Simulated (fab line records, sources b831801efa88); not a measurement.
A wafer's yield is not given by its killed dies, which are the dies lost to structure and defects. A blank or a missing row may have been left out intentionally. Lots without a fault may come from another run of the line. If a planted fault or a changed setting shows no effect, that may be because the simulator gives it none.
Which tool is to blame? ; flow sky130 ; route of 708 steps, sampled at 1 step: 12 lots, 36 wafers

== WHAT EACH GAUGE READ, for each wafer ==
SKY_VIA1_OVL_MEAS_13.
lot;measured;on;VIA1_OVL (nm)
L075;day 34 06:04;overlay-01;1 1 2
L077;day 34 20:25;overlay-01;8 -1 2
L079;day 35 05:46;overlay-01;6 -2 3
L081;day 36 07:13;overlay-02;1 -4 -9
L083;day 37 03:20;overlay-01;-4 5 -3
L086;day 37 17:04;overlay-01;3 5 7
L087;day 38 01:37;overlay-01;12 13 14
L089;day 38 21:52;overlay-02;2 1 0
L091;day 39 11:52;overlay-01;1 3 2
L093;day 39 20:22;overlay-02;7 1 9
L095;day 40 08:22;overlay-02;-5 5 0
L097;day 40 23:46;overlay-01;1 0 12

== EACH LOT AND THE TOOL THAT RAN IT (in order: tool; ch and the chambers of the sampled wafers; start) ==
There is no process step in the record ahead of these readings.

== THE ANSWER, worked out from the rows above alone ==
Rule: the usual values come from the lots themselves. The widest of any qualifying gaps counts: lots, ordered by their means at a reading, are off when they make up no more than a third of the lots, leave a main group of 4 or more, and stand apart from it by 3 or more times the standard deviation of that group's means. If all means in a main group match to the digits the tables above print for the reading, that group is not used. Also off: a lot with no number at a reading for which 4 or more lots have one. The other lots that the step has rows for count as sound.
No lot is off on any of the readings shown, so nothing can be concluded from this.

== WHAT WAS PUT IN BY THE SIMULATOR ==
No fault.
